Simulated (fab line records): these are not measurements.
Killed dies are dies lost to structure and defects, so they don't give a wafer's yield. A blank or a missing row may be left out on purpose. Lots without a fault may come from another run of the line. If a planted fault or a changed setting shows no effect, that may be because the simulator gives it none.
fab line records -- flow gf180mcu
record: lots: 12, wafers: 36, last_day: 33
route steps=602 shown DUAL_GATE@154 HV_LDD@207 CONTACT@287 V1@352
lots that met no fault: taken from a fault-free run of the same line
start_h: start of the lot's first displayed wafer, in hours after the record's first day -- wait_h: hours since the lot's step before -- " unchanged from the row above -- L1.1+2: a row that stands for several wafers -- - no value present, or no start provided -- * or withheld: withheld -- < > ~ a bound
route shown NAME@n: names a module that has steps shown in the file, with the first one's number in the route -- usual: average and standard deviation across the fault-free wafers -- same: alike in all rows -- chamber/n: place in a boat -- sites: readings site by site -- _std_site: standard deviation of those values -- _edge_site: the outer-site mean with the inner-site mean subtracted -- radius_mm: for every site, how far away it sits from the centre of the wafer -- mask NAME#n: copy n -- behind: the last tool/chamber to shape the wafer -- hold: why the lot was held/for how many hours/how that ended -- device: whichever transistor did not switch (one of n, p or np) -- end of line: tests of these same wafers at the route's end -- a step without rows: its recipe alone -- killed: dies that structure and defects cost at the first sort, which is not the same as the wafer's yield -- map: per-die view of a wafer (x killed, . not killed, _ where there is no die)
set.NAME: the setting the step ran with; set.NAME@STEP: the setting that earlier step ran with -- model.NAME: the simulator's own value behind a step, which no gauge read
a sample of lots followed through the steps of the route, with each step as a table and each wafer as a row
services: the hour from which a tool's chamber was out of use, counted from the record's first day as start_h (under 0 if before that day), plus the number of hours and why
== steps ==
step: GF_DUAL_GATE_STRIP_13
recipe: chemistry: O2/N2, power_w: 1400, pressure_mtorr: 1500, platen_temp_c: 250, o2_flow_sccm: 3000, n2_flow_sccm: 300, overash_fraction: 0.5
usual: drypump_motor_current_A: 5.5/0.52, heater_power_w: 329/42, oes_product_au: 0.716/0.0051, strip_time_to_endpoint_s: 12.64/0.035
lot.wafer,tool,chamber,start_h,wait_h,drypump_motor_current_A,heater_power_w,oes_product_au,rf_hours_counter_h,strip_time_to_endpoint_s
L211.2,plasma_asher-02,0,191.06,0.0,6.2,425,0.710,7,12.68
L211.3,plasma_asher-02,0,191.06,0.0,6.2,418,0.719,-,12.65
L211.5,plasma_asher-02,0,191.06,0.0,6.2,420,0.711,-,12.70
L209.1,plasma_asher-01,0,192.36,0.0,5.2,308,0.712,40,12.62
L209.4,plasma_asher-01,1,192.36,0.0,5.0,292,0.714,-,12.62
L209.5,plasma_asher-01,0,192.36,0.0,5.2,313,0.722,-,12.66
L214.3,plasma_asher-02,0,199.40,0.0,6.2,411,0.718,-,12.63
L214.4,plasma_asher-02,1,199.40,0.0,6.0,332,0.716,-,12.63
L214.6,plasma_asher-02,0,199.40,0.0,6.2,421,0.718,-,12.64
L216.1,plasma_asher-02,0,211.31,0.0,6.2,417,0.716,9,12.61
L216.3,plasma_asher-02,0,211.31,0.0,6.2,420,0.718,-,12.64
L216.4,plasma_asher-02,1,211.31,0.0,6.0,324,0.724,-,12.60
L217.1,plasma_asher-02,0,215.45,0.0,6.2,427,0.722,10,12.69
L217.2,plasma_asher-02,1,215.45,0.0,6.0,329,0.719,10,12.65
L217.6,plasma_asher-02,0,215.45,0.0,6.2,433,0.717,-,12.59
L218.1,plasma_asher-01,1,223.97,0.0,5.0,288,0.719,42,12.64
L218.3,plasma_asher-01,1,223.97,0.0,5.0,286,0.716,-,12.68
L218.6,plasma_asher-01,0,223.97,0.0,5.2,308,0.722,-,12.70
L219.2,plasma_asher-01,1,226.79,0.0,5.0,291,0.713,43,12.58
L219.3,plasma_asher-01,1,226.79,0.0,4.9,291,0.724,-,12.60
L219.6,plasma_asher-01,1,226.79,0.0,5.0,293,0.719,-,12.57
L221.4,plasma_asher-01,1,241.65,0.0,5.0,292,0.714,-,12.64
L221.5,plasma_asher-01,1,241.65,0.0,5.0,284,0.711,-,12.62
L221.6,plasma_asher-01,0,241.65,0.0,5.2,315,0.719,-,12.65
L225.1,plasma_asher-01,0,268.35,0.0,5.2,317,0.725,47,12.62
L225.4,plasma_asher-01,1,268.35,0.0,4.9,292,0.712,-,12.63
L225.5,plasma_asher-01,0,268.35,0.0,5.2,313,0.722,-,12.59
L226.3,plasma_asher-01,1,277.54,0.0,5.0,295,0.716,-,12.61
L226.4,plasma_asher-01,0,277.54,0.0,5.2,317,0.720,-,12.63
L226.5,plasma_asher-01,1,277.54,0.0,5.0,292,0.712,-,12.65
L229.1,plasma_asher-01,0,301.81,0.0,5.2,322,0.719,51,12.72
L229.5,plasma_asher-01,1,301.81,0.0,5.0,292,0.717,-,12.70
L229.6,plasma_asher-01,0,301.81,0.0,5.2,309,0.718,-,12.68
L230.2,plasma_asher-01,1,307.30,0.0,5.0,291,0.714,52,12.68
L230.3,plasma_asher-01,1,307.30,0.0,5.0,293,0.727,-,12.68
L230.4,plasma_asher-01,0,307.30,0.0,5.2,310,0.713,-,12.70
step: GF_HV_LDD_CD_MEAS_31
recipe: target_cd_nm: 400
usual: cd_nm: 400.4/2
lot.wafer,tool,chamber,start_h,wait_h,cd_nm
L211.2,cd_sem-02,-,265.96,0.1,398.2
L211.3,cd_sem-02,-,265.96,0.1,396.9
L211.5,cd_sem-02,-,265.96,0.1,398.9
L209.1,cd_sem-01,-,268.04,0.1,399.6
L209.4,cd_sem-01,-,268.04,0.1,402.7
L209.5,cd_sem-01,-,268.04,0.1,400.4
L214.3,cd_sem-01,-,273.27,0.1,401.1
L214.4,cd_sem-01,-,273.27,0.1,399.5
L214.6,cd_sem-01,-,273.27,0.1,399.6
L216.1,cd_sem-01,-,289.74,0.1,402.0
L216.3,cd_sem-01,-,289.74,0.1,403.0
L216.4,cd_sem-01,-,289.74,0.1,405.6
L217.1,cd_sem-02,-,293.23,0.1,396.3
L217.2,cd_sem-02,-,293.23,0.1,398.1
L217.6,cd_sem-02,-,293.23,0.1,398.1
L218.1,cd_sem-01,-,303.98,0.1,401.0
L218.3,cd_sem-01,-,303.98,0.1,402.5
L218.6,cd_sem-01,-,303.98,0.1,400.4
L219.2,cd_sem-01,-,307.16,0.1,400.7
L219.3,cd_sem-01,-,307.16,0.1,400.9
L219.6,cd_sem-01,-,307.16,0.1,402.5
L221.4,cd_sem-02,-,322.99,0.1,402.2
L221.5,cd_sem-02,-,322.99,0.1,401.5
L221.6,cd_sem-02,-,322.99,0.1,402.9
L225.1,cd_sem-01,-,357.04,0.1,406.1
L225.4,cd_sem-01,-,357.04,0.1,404.4
L225.5,cd_sem-01,-,357.04,0.1,403.5
L226.3,cd_sem-01,-,365.27,0.1,399.2
L226.4,cd_sem-01,-,365.27,0.1,400.1
L226.5,cd_sem-01,-,365.27,0.1,400.0
L229.1,cd_sem-01,-,396.58,0.1,399.8
L229.5,cd_sem-01,-,396.58,0.1,398.6
L229.6,cd_sem-01,-,396.58,0.1,401.0
L230.2,cd_sem-01,-,403.40,0.1,398.6
L230.3,cd_sem-01,-,403.40,0.1,398.4
L230.4,cd_sem-01,-,403.40,0.1,399.4
step: GF_CONTACT_CVD_00
recipe: material: SiO2, target_thk_nm: 300, sigma_open_frac: 0.3, temp_c: 400, time_s: 50, sih4_flow_sccm: 60, pressure_mtorr: 6
usual: sih4_flow_sccm: 60.01/0.18, susceptor_temp_C: 400.06/0.21
same: time_s: 50
lot.wafer,tool,chamber,start_h,wait_h,sih4_flow_sccm,susceptor_temp_C
L211.2,hdpcvd-02,2,354.26,0.1,59.94,400.35
L211.3,hdpcvd-02,0,354.26,0.1,59.95,400.10
L211.5,hdpcvd-02,1,354.26,0.1,60.03,399.96
L209.1,hdpcvd-02,1,357.35,0.1,60.23,400.44
L209.4,hdpcvd-02,1,357.35,0.1,59.80,400.19
L209.5,hdpcvd-02,2,357.35,0.1,59.80,399.93
L214.3,hdpcvd-01,1,361.47,0.1,59.98,399.81
L214.4,hdpcvd-01,0,361.47,0.1,60.18,399.78
L214.6,hdpcvd-01,1,361.47,0.1,60.08,399.99
L216.1,hdpcvd-01,2,381.38,0.1,59.91,400.00
L216.3,hdpcvd-01,1,381.38,0.1,60.07,400.16
L216.4,hdpcvd-01,2,381.38,0.1,59.96,399.86
L217.1,hdpcvd-01,0,384.88,0.1,59.94,400.09
L217.2,hdpcvd-01,2,384.88,0.1,60.19,399.97
L217.6,hdpcvd-01,2,384.88,0.1,60.23,400.25
L218.1,hdpcvd-01,1,399.02,0.1,59.86,399.72
L218.3,hdpcvd-01,0,399.02,0.1,59.99,399.87
L218.6,hdpcvd-01,2,399.02,0.1,60.23,399.89
L219.2,hdpcvd-02,2,403.62,0.1,60.19,399.99
L219.3,hdpcvd-02,1,403.62,0.1,59.58,399.90
L219.6,hdpcvd-02,1,403.62,0.1,59.90,400.28
L221.4,hdpcvd-01,0,421.56,0.1,59.84,400.19
L221.5,hdpcvd-01,2,421.56,0.1,60.09,400.09
L221.6,hdpcvd-01,1,421.56,0.1,59.90,400.46
L225.1,hdpcvd-02,0,461.80,0.1,29.84,400.33
L225.4,hdpcvd-02,2,461.80,0.1,60.33,400.26
L225.5,hdpcvd-02,1,461.80,0.1,60.24,400.20
L226.3,hdpcvd-02,1,468.16,0.1,59.67,400.14
L226.4,hdpcvd-02,0,468.16,0.1,30.03,400.05
L226.5,hdpcvd-02,1,468.16,0.1,59.86,399.88
L229.1,hdpcvd-01,2,498.12,0.1,59.85,400.19
L229.5,hdpcvd-01,0,498.12,0.1,60.01,400.18
L229.6,hdpcvd-01,2,498.12,0.1,60.08,399.99
L230.2,hdpcvd-01,2,504.45,0.1,60.01,400.43
L230.3,hdpcvd-01,1,504.45,0.1,59.94,399.78
L230.4,hdpcvd-01,1,504.45,0.1,59.97,400.14
step: GF_CONTACT_THK_MEAS_01
recipe: reads: SiO2_of_CONTACT_CVD_00
usual: CONTACT_CVD_00_THK: 303/4.5
lot.wafer,tool,chamber,start_h,wait_h,CONTACT_CVD_00_THK[nm]
L211.2,film_metro-01,-,354.32,0.0,293
L211.3,film_metro-01,-,354.32,0.0,304
L211.5,film_metro-01,-,354.32,0.0,302
L209.1,film_metro-02,-,357.40,0.0,308
L209.4,film_metro-02,-,357.40,0.0,304
L209.5,film_metro-02,-,357.40,0.0,293
L214.3,film_metro-03,-,361.53,0.0,308
L214.4,film_metro-03,-,361.53,0.0,300
L214.6,film_metro-03,-,361.53,0.0,307
L216.1,film_metro-01,-,381.42,0.0,303
L216.3,film_metro-01,-,381.42,0.0,304
L216.4,film_metro-01,-,381.42,0.0,306
L217.1,film_metro-03,-,384.93,0.0,302
L217.2,film_metro-03,-,384.93,0.0,303
L217.6,film_metro-03,-,384.93,0.0,304
L218.1,film_metro-01,-,399.06,0.0,305
L218.3,film_metro-01,-,399.06,0.0,302
L218.6,film_metro-01,-,399.06,0.0,305
L219.2,film_metro-01,-,403.68,0.0,295
L219.3,film_metro-01,-,403.68,0.0,307
L219.6,film_metro-01,-,403.68,0.0,306
L221.4,film_metro-03,-,421.61,0.0,298
L221.5,film_metro-03,-,421.61,0.0,302
L221.6,film_metro-03,-,421.61,0.0,308
L225.1,film_metro-01,-,461.85,0.0,151
L225.4,film_metro-01,-,461.85,0.0,294
L225.5,film_metro-01,-,461.85,0.0,303
L226.3,film_metro-01,-,468.22,0.0,306
L226.4,film_metro-01,-,468.22,0.0,152
L226.5,film_metro-01,-,468.22,0.0,306
L229.1,film_metro-02,-,498.16,0.0,304
L229.5,film_metro-02,-,498.16,0.0,304
L229.6,film_metro-02,-,498.16,0.0,303
L230.2,film_metro-03,-,504.50,0.0,301
L230.3,film_metro-03,-,504.50,0.0,305
L230.4,film_metro-03,-,504.50,0.0,307
step: GF_CONTACT_ETCH_17
recipe: chemistry: C4F8/O2/Ar, mask_material: KrF, target: SiO2, stop_on: CoSi2, source_w: 1500, bias_w: 1200, pressure_mtorr: 40, c4f8_flow_sccm: withheld, O2_flow_sccm: 6, Ar_flow_sccm: 300, time_s: withheld, target_depth_a: 8600
usual: bias_w: 1200/3.3, oes_product_au: 0.816/0.0049
lot.wafer,tool,chamber,start_h,wait_h,bias_w,oes_product_au
L211.2,rie_diel-01,2,-,-,1203,0.810
L211.3,rie_diel-01,1,-,-,1199,0.814
L211.5,rie_diel-01,0,-,-,1201,0.819
L209.1,rie_diel-04,3,-,-,1200,0.816
L209.4,rie_diel-04,2,-,-,1201,0.816
L209.5,rie_diel-04,0,-,-,1200,0.814
L214.3,rie_diel-03,1,-,-,1198,0.815
L214.4,rie_diel-03,0,-,-,1195,0.817
L214.6,rie_diel-03,0,-,-,1199,0.818
L216.1,rie_diel-03,0,-,-,1195,0.821
L216.3,rie_diel-03,1,-,-,1205,0.813
L216.4,rie_diel-03,2,-,-,1200,0.808
L217.1,rie_diel-01,2,-,-,1200,0.814
L217.2,rie_diel-01,0,-,-,1200,0.815
L217.6,rie_diel-01,0,-,-,1196,0.822
L218.1,rie_diel-04,3,-,-,1201,0.815
L218.3,rie_diel-04,2,-,-,1199,0.816
L218.6,rie_diel-04,2,-,-,1203,0.820
L219.2,rie_diel-03,2,-,-,1202,0.806
L219.3,rie_diel-03,3,-,-,1197,0.822
L219.6,rie_diel-03,1,-,-,1193,0.818
L221.4,rie_diel-01,3,-,-,1205,0.811
L221.5,rie_diel-01,1,-,-,1200,0.820
L221.6,rie_diel-01,2,-,-,1204,0.815
L225.1,rie_diel-04,1,-,-,1200,0.738
L225.4,rie_diel-04,0,-,-,1199,0.805
L225.5,rie_diel-04,0,-,-,1197,0.812
L226.3,rie_diel-04,1,-,-,1198,0.820
L226.4,rie_diel-04,0,-,-,1206,0.733
L226.5,rie_diel-04,0,-,-,1198,0.825
L229.1,rie_diel-03,2,-,-,1204,0.822
L229.5,rie_diel-03,2,-,-,1202,0.823
L229.6,rie_diel-03,0,-,-,1197,0.815
L230.2,rie_diel-03,0,-,-,1199,0.811
L230.3,rie_diel-03,3,-,-,1198,0.814
L230.4,rie_diel-03,2,-,-,1204,0.821
step: GF_V1_ETCH_17
recipe: chemistry: C4F8/O2/Ar, mask_material: KrF, target: SiO2, stop_on: TiN, source_w: 1500, bias_w: 1200, pressure_mtorr: 40, c4f8_flow_sccm: withheld, O2_flow_sccm: 6, Ar_flow_sccm: 300, time_s: withheld, target_depth_a: 6300
usual: bias_w: 1200/3.6, oes_product_au: 0.856/0.0049
lot.wafer,tool,chamber,start_h,wait_h,bias_w,oes_product_au
L211.2,rie_diel-01,2,-,-,1199,0.859
L211.3,rie_diel-01,1,-,-,1199,0.851
L211.5,rie_diel-01,0,-,-,1203,0.857
L209.1,rie_diel-01,1,-,-,1195,0.854
L209.4,rie_diel-01,3,-,-,1196,0.853
L209.5,rie_diel-01,2,-,-,1196,0.853
L214.3,rie_diel-02,0,-,-,1203,0.844
L214.4,rie_diel-02,3,-,-,1201,0.855
L214.6,rie_diel-02,0,-,-,1201,0.848
L216.1,rie_diel-02,0,-,-,1201,0.854
L216.3,rie_diel-02,2,-,-,1202,0.858
L216.4,rie_diel-02,1,-,-,1195,0.854
L217.1,rie_diel-03,0,-,-,1200,0.857
L217.2,rie_diel-03,2,-,-,1199,0.854
L217.6,rie_diel-03,2,-,-,1199,0.857
L218.1,rie_diel-03,1,-,-,1210,0.863
L218.3,rie_diel-03,2,-,-,1193,0.861
L218.6,rie_diel-03,0,-,-,1201,0.858
L219.2,rie_diel-01,2,-,-,1199,0.866
L219.3,rie_diel-01,3,-,-,1204,0.856
L219.6,rie_diel-01,2,-,-,1200,0.851
L221.4,rie_diel-01,1,-,-,1200,0.855
L221.5,rie_diel-01,0,-,-,1195,0.857
L221.6,rie_diel-01,3,-,-,1197,0.857
L225.1,rie_diel-03,0,-,-,1197,0.858
L225.4,rie_diel-03,3,-,-,1204,0.855
L225.5,rie_diel-03,1,-,-,1196,0.861
L226.3,rie_diel-02,3,-,-,1195,0.861
L226.4,rie_diel-02,0,-,-,1198,0.861
L226.5,rie_diel-02,1,-,-,1206,0.855
L229.1,rie_diel-01,1,-,-,1201,0.861
L229.5,rie_diel-01,1,-,-,1194,0.857
L229.6,rie_diel-01,0,-,-,1197,0.857
L230.2,rie_diel-01,0,-,-,1199,0.852
L230.3,rie_diel-01,2,-,-,1205,0.859
L230.4,rie_diel-01,3,-,-,1201,0.852
== services ==
tool,chamber,start_h,hours,kind
hdpcvd-01,-,168.80,1.0,repair
rie_diel-03,-,168.83,0.7,repair
hdpcvd-01,-,178.59,2.0,repair
plasma_asher-01,-,199.65,7.3,repair
rie_diel-03,-,205.63,0.7,repair
rie_diel-01,-,257.84,0.4,repair
rie_diel-03,0,268.34,5.5,repair
hdpcvd-01,1,316.01,1.9,repair
plasma_asher-01,-,325.95,1.4,repair
rie_diel-03,0,326.57,3.7,repair
hdpcvd-01,1,335.55,12.3,repair
hdpcvd-01,-,347.56,6.0,pm
rie_diel-01,1,386.57,5.8,repair
rie_diel-03,-,397.22,0.6,repair
rie_diel-01,-,403.00,0.2,repair
rie_diel-03,3,410.79,9.5,repair
rie_diel-03,-,419.60,1.5,repair
rie_diel-03,-,420.18,0.6,repair
plasma_asher-01,-,455.72,0.6,repair
rie_diel-01,-,458.43,4.3,pm
rie_diel-03,1,480.42,3.9,repair
plasma_asher-01,-,503.13,0.9,repair
rie_diel-03,1,519.74,4.4,repair
rie_diel-03,-,526.74,0.9,repair
== key ==
first_sign: step: GF_CONTACT_CVD_00, reading: sih4_flow_sccm, direction: down, sigmas: 99+, usual: 60.01, struck: 29.94
effect: step: GF_CONTACT_THK_MEAS_01, reading: CONTACT_CVD_00_THK, direction: down, sigmas: 34, usual: 303, struck: 152
effect: step: GF_CONTACT_ETCH_17, reading: oes_product_au, direction: down, sigmas: 16, usual: 0.816, struck: 0.736
met_at GF_CONTACT_CVD_00
struck_lots L225,L226
struck_wafers L225.1,L226.4
tester_left_out L225,L226
not_acting_at GF_DUAL_GATE_STRIP_13,GF_HV_LDD_CD_MEAS_31,GF_V1_ETCH_17
onset_between 354.26 461.80
fault: kind: process_parameter_drift, tool: hdpcvd-02, chamber: 0, onset_h: 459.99, steps: GF_CONTACT_CVD_00, channel: sih4_flow_sccm, offset: -30, shape: step, end_h: 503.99, acts_in: these_recipes_only, stated: 60
tester_left_out: of these lots the tester's yield and bins aren't shown, on N5 and GAA mostly nor the transistor test; their killed dies are dies lost to structure and defects alone, not to doping, threshold or leakage, so they don't give the yield
